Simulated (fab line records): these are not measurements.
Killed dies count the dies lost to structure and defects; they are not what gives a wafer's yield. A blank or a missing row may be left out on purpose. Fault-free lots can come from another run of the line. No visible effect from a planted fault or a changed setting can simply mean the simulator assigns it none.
A struck lot beside a sound one ; flow sky130 ; 13 out of 708 route steps
Sound: these wafers, L380.2, L380.3, L380.6. The struck wafers were L372.2, L372.5, L372.6. Last of all comes the cause.
Order at every step that has rows: each side's tool, ch and its chambers, its first start. Under that, the readings that differ: sound wafers ; struck wafers ; difference of the means ; sigmas: that difference in standard deviations of wafers without a fault.
alike: readings with means less than 2 such deviations apart, plus words and numbers identical on both sides. not compared: withheld readings, readings lacking a value on some wafer, bounds such as >300 that could conceal the same value, and numbers that have no deviation in the record and whose values overlap.
Wherever a step has rows on one side only, a row that says differs or no value, or a row with sigmas, the two part there. Numbers that don't overlap but have no deviation are shown without sigmas and don't part them. Lack of a reading on every wafer of one side parts them only where that side has two or more wafers.

first, 1 step without rows for these wafers: SKY_NWELL_IMPLANT_24.
SKY_NWELL_STRIP_25: strips in O2/N2.
  sound on plasma-asher-02 ch 1, day 9 03:30; struck on plasma-asher-03 ch 0,1, day 7 11:27
  alike: drypump-motor-current-A, oes-product-au, strip-time-to-endpoint-s
  not compared: rf-hours-counter-h
SKY_NWELL_TW_MEAS_26:
  sound on film-metro-03 at day 9 03:37; struck on film-metro-01 at day 7 11:46
  alike: NWELL_2_TW
then, 1 step without rows for these wafers: SKY_NWELL_CLEAN_27 (cleans in SC1/SC2, time 150 s).
SKY_NWELL_RTA_28: time 30 s.
  sound on rtp-anneal-02 ch 0, day 9 03:44; struck on rtp-anneal-01 ch 0, day 7 11:53
  alike: lamp-power-pct, wafer_temp_C_max
SKY_NWELL_RS_MEAS_29: uses a four-point probe to measure.
  sound on film-metro-03 at day 9 03:50; struck on film-metro-02 at day 7 11:59
reading;sound;struck;difference;sigmas
NWELL_RS (ohm/sq);627.1 628.7 628.1;624.1 623.5 625.3;-3.7;-3
SKY_NWELL_RS_MEAS_31: uses a four-point probe to measure.
  sound on film-metro-03 at day 9 04:04; struck on film-metro-02 at day 7 12:14
reading;sound;struck;difference;sigmas
PWDE_RS (ohm/sq);5243 5245 5257;5197 5207 5193;-49;-2
then, 4 steps without rows for these wafers: SKY_VT_ADJUST_HVTP_DEHYDRATE_00 (time 60 s); SKY_VT_ADJUST_HVTP_HMDS_01 (prime time 60 s); SKY_VT_ADJUST_HVTP_COAT_02 (resist thk 1140 nm); SKY_VT_ADJUST_HVTP_SOFTBAKE_03 (time 60 s).
SKY_VT_ADJUST_HVTP_EXPOSE_04: exposes mask HVTPM, target cd 380 nm.
  sound on iline-stepper-01 ch 0, day 9 14:49; struck on iline-stepper-01, day 7 21:47
  no value came back on the struck wafers for exposure-dose-mJ-cm2, focus-offset-nm (nm), sigma-outer, stage-vel-mm-s (mm/s); on the sound wafers exposure-dose-mJ-cm2 reads 139.91 140.02 140.02
  alike: mask
then, 1 step without rows for these wafers: SKY_VT_ADJUST_HVTP_PEB_05.

## WHERE THEY PART
Earliest at SKY_NWELL_RS_MEAS_29; latest, in this record, at SKY_VT_ADJUST_HVTP_EXPOSE_04.

WHY: the cause the simulator had injected
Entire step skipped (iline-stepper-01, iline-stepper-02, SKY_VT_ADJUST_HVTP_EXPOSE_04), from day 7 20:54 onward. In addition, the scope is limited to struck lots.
